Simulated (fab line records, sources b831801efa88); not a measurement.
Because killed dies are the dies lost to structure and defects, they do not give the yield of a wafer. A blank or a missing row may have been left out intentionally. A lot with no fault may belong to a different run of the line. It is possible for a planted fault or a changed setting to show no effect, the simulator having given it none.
Matching of chambers :: flow sfq_line :: SFQ_TRILAYER_I0_CMP_CMP_028 on cmp-01 has 4 sister chambers
The step polishes SiO2. 18 wafers are shown with their chamber, then 9 later ones without.

WAFERS, EACH WITH ITS CHAMBER
wafer: L198.4
chamber: 3
motor_current_A (A): 8.2
edge_zone_pressure_frac: 0.999
slurry_filter_dp_kPa (kPa): 13.57

wafer: L198.2
chamber: 1
motor_current_A (A): 9.5
edge_zone_pressure_frac: 1.013
slurry_filter_dp_kPa (kPa): 13.58

wafer: L198.6
chamber: 3
motor_current_A (A): 8.8
edge_zone_pressure_frac: 1.001
slurry_filter_dp_kPa (kPa): 13.17

wafer: L200.1
chamber: 3
motor_current_A (A): 8.7
edge_zone_pressure_frac: 1.010
slurry_filter_dp_kPa (kPa): 13.48

wafer: L200.3
chamber: 2
motor_current_A (A): 8.9
edge_zone_pressure_frac: 0.998
slurry_filter_dp_kPa (kPa): 13.36

wafer: L200.4
chamber: 0
motor_current_A (A): 9.9
edge_zone_pressure_frac: 0.991
slurry_filter_dp_kPa (kPa): 13.59

wafer: L203.3
chamber: 3
motor_current_A (A): 8.4
edge_zone_pressure_frac: 0.989
slurry_filter_dp_kPa (kPa): 13.72

wafer: L203.4
chamber: 1
motor_current_A (A): 9.7
edge_zone_pressure_frac: 1.003
slurry_filter_dp_kPa (kPa): 13.67

wafer: L203.6
chamber: 3
motor_current_A (A): 8.3
edge_zone_pressure_frac: 1.000
slurry_filter_dp_kPa (kPa): 13.81

wafer: L205.4
chamber: 3
motor_current_A (A): 8.6
edge_zone_pressure_frac: 1.000
slurry_filter_dp_kPa (kPa): 13.44

wafer: L205.2
chamber: 2
motor_current_A (A): 9.1
edge_zone_pressure_frac: 1.001
slurry_filter_dp_kPa (kPa): 13.66

wafer: L205.6
chamber: 3
motor_current_A (A): 8.8
edge_zone_pressure_frac: 0.996
slurry_filter_dp_kPa (kPa): 13.56

wafer: L206.3
chamber: 2
motor_current_A (A): 8.6
edge_zone_pressure_frac: 1.004
slurry_filter_dp_kPa (kPa): 13.54

wafer: L206.2
chamber: 0
motor_current_A (A): 9.9
edge_zone_pressure_frac: 1.002
slurry_filter_dp_kPa (kPa): 13.55

wafer: L206.6
chamber: 3
motor_current_A (A): 8.6
edge_zone_pressure_frac: 0.993
slurry_filter_dp_kPa (kPa): 13.46

wafer: L208.4
chamber: 2
motor_current_A (A): 9.2
edge_zone_pressure_frac: 0.996
slurry_filter_dp_kPa (kPa): 13.44

wafer: L208.3
chamber: 1
motor_current_A (A): 9.4
edge_zone_pressure_frac: 0.998
slurry_filter_dp_kPa (kPa): 13.64

wafer: L208.6
chamber: 2
motor_current_A (A): 8.9
edge_zone_pressure_frac: 0.997
slurry_filter_dp_kPa (kPa): 13.56

SIGNATURES, as means of the wafers listed above
reading: motor_current_A
chamber 0: 9.900
chamber 1: 9.533
chamber 2: 8.940
chamber 3: 8.550
scatter within a chamber: 0.21

reading: edge_zone_pressure_frac
chamber 0: 0.99650
chamber 1: 1.00467
chamber 2: 0.99920
chamber 3: 0.99850
scatter within a chamber: 0.00592

reading: slurry_filter_dp_kPa
chamber 0: 13.5700
chamber 1: 13.6300
chamber 2: 13.5120
chamber 3: 13.5263
scatter within a chamber: 0.151
Rule: for each reading, subtract the chamber's mean from the wafer's reading, divide by that reading's scatter and square the result; add these up over the readings and take the root, which gives the wafer's distance from the chamber. If the next closest chamber is less than 2 further off than the closest, the wafer can't be placed; otherwise it belongs to the closest. The scatter is the square root of a quotient: the sum, over the shown wafers, of each reading's squared deviation from its chamber's mean, divided by wafers minus chambers.

WAFERS WHOSE CHAMBER IS MISSING
wafer: L209.3
motor_current_A (A): 8.8
edge_zone_pressure_frac: 1.008
slurry_filter_dp_kPa (kPa): 13.55

wafer: L209.2
motor_current_A (A): 9.5
edge_zone_pressure_frac: 0.997
slurry_filter_dp_kPa (kPa): 13.58

wafer: L209.6
motor_current_A (A): 8.5
edge_zone_pressure_frac: 0.994
slurry_filter_dp_kPa (kPa): 13.62

wafer: L219.1
motor_current_A (A): 8.3
edge_zone_pressure_frac: 1.002
slurry_filter_dp_kPa (kPa): 13.48

wafer: L219.3
motor_current_A (A): 9.8
edge_zone_pressure_frac: 1.000
slurry_filter_dp_kPa (kPa): 13.59

wafer: L219.6
motor_current_A (A): 8.6
edge_zone_pressure_frac: 0.997
slurry_filter_dp_kPa (kPa): 13.56

wafer: L220.3
motor_current_A (A): 8.8
edge_zone_pressure_frac: 0.993
slurry_filter_dp_kPa (kPa): 13.56

wafer: L220.4
motor_current_A (A): 9.7
edge_zone_pressure_frac: 1.006
slurry_filter_dp_kPa (kPa): 13.58

wafer: L220.5
motor_current_A (A): 8.3
edge_zone_pressure_frac: 0.992
slurry_filter_dp_kPa (kPa): 13.63

EACH ONE'S CHAMBER
wafer: L209.3
from the rows above: can't be placed: 2 or 3 or 1
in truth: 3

wafer: L209.2
from the rows above: can't be placed: 1 or 0 or 2
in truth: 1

wafer: L209.6
from the rows above: can't be placed: 3 or 2
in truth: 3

wafer: L219.1
from the rows above: can't be placed: 3 or 2
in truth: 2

wafer: L219.3
from the rows above: can't be placed: 0 or 1
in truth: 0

wafer: L219.6
from the rows above: can't be placed: 3 or 2
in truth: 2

wafer: L220.3
from the rows above: can't be placed: 2 or 3
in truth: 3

wafer: L220.4
from the rows above: can't be placed: 1 or 0
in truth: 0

wafer: L220.5
from the rows above: can't be placed: 3 or 2
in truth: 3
Placed correctly: 0 of 9. Not placeable from these rows: 9 (in 9, the candidates include the true chamber). Number placed wrongly: 0.
